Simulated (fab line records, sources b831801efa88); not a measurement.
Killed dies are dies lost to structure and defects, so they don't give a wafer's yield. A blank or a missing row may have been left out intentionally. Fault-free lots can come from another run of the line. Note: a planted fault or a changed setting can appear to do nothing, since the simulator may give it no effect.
A struck lot beside a sound one / flow sky130 / 20 out of 708 route steps
Sound: these wafers, L203.1, L203.2, L203.3. The struck wafers were L196.4, L196.5, L196.6. The cause is named last.
For every step that has rows: the tool of each side, followed by ch and its chambers, followed by its first start. Under that, the readings that differ: sound wafers / struck wafers / difference of the means / sigmas: that difference in standard deviations of wafers without a fault.
alike: readings whose means differ by less than 2 such deviations, and words and numbers that are the same on both sides. not compared: withheld readings, readings that some wafer has no value for, bounds like >300 that may hide the same value, and numbers for which the record gives no deviation and whose values overlap.
A row with sigmas, a row that says differs or no value, or rows on one side alone: a step with any of these is where the two part. Numbers that have no deviation but don't overlap get no sigmas and don't part them. Lack of a reading on every wafer of one side parts them only where that side has two or more wafers.

first, 6 steps without rows for these wafers: SKY_VT_ADJUST_PCH_HMDS_01 (prime time 60 s); SKY_VT_ADJUST_PCH_COAT_02 (resist thk 3000 nm); SKY_VT_ADJUST_PCH_SOFTBAKE_03; SKY_VT_ADJUST_PCH_EXPOSE_04 (exposes mask NWM, target cd 840 nm); SKY_VT_ADJUST_PCH_PEB_05; SKY_VT_ADJUST_PCH_DEVELOP_06 (develop time 60 s).
SKY_VT_ADJUST_PCH_OVL_MEAS_07:
  sound on overlay-02, day 14 12:12; struck on overlay-02, day 12 08:31
  alike: VT_ADJUST_PCH_OVL
after that, 1 step had no rows for these wafers: SKY_VT_ADJUST_PCH_IMPLANT_08.
SKY_VT_ADJUST_PCH_STRIP_09: strips in O2/N2.
  sound on plasma asher-03 ch 0,1, day 14 12:23; struck on plasma asher-03 ch 0,1, day 12 08:43
reading=strip time to endpoint s (s); sound=37.10 37.18 37.01; struck=36.83 36.75 36.80; difference=-0.30; sigmas=-3
  alike: drypump motor current A, oes product au
  not compared: rf hours counter h
SKY_VT_ADJUST_PCH_TW_MEAS_10:
  sound on film metro-04, day 14 12:29; struck on film metro-04, day 12 08:49
  alike: VT_ADJUST_PCH_TW
then, 2 steps without rows for these wafers: SKY_SONOS_TUNNEL_DEHYDRATE_00 (time 60 s); SKY_SONOS_TUNNEL_HMDS_01 (prime time 60 s).
SKY_SONOS_TUNNEL_COAT_02: resist thk 1140 nm.
  struck on litho track-02, day 12 21:19; sound on litho track-02 ch 0, day 15 01:14
  no value came back on the struck wafers for chill plate temp C (C), dispense pressure kPa (kPa); on the sound wafers chill plate temp C (C) reads 23.12 23.02 23.07
then, 4 steps without rows for these wafers: SKY_SONOS_TUNNEL_SOFTBAKE_03 (time 60 s); SKY_SONOS_TUNNEL_EXPOSE_04 (exposes mask TUNM, target cd 410 nm); SKY_SONOS_TUNNEL_PEB_05; SKY_SONOS_TUNNEL_DEVELOP_06 (develop time 60 s).
SKY_SONOS_TUNNEL_CD_MEAS_07: target cd 410 nm.
  sound on cd sem-01, day 15 15:03; struck on cd sem-01, day 13 09:54
reading=cd nm (nm); sound=407.3 405.8 408.9; struck=- - -; difference=no value on the struck wafers; sigmas=
SKY_SONOS_TUNNEL_OVL_MEAS_08:
  sound on overlay-02, day 15 15:10; struck on overlay-02, day 13 09:59
reading=SONOS_TUNNEL_OVL (nm); sound=-1.5 0.3 1.2; struck=- - -; difference=no value on the struck wafers; sigmas=
-- here the record skips 34 days between the struck wafers' starts before and after, leaving off in module SONOS_TUNNEL and picking up in module PAD_OPEN (first step shown: number 708 of the route) --
SKY_PAD_OPEN_PROBE_99:
  the record has rows for the struck wafers here (prober-02, day 47 18:26) and none for the sound ones

## WHERE THEY PART
Last at SKY_PAD_OPEN_PROBE_99 as far as this record goes, first at SKY_VT_ADJUST_PCH_STRIP_09.

WHY: what had been put in by the simulator
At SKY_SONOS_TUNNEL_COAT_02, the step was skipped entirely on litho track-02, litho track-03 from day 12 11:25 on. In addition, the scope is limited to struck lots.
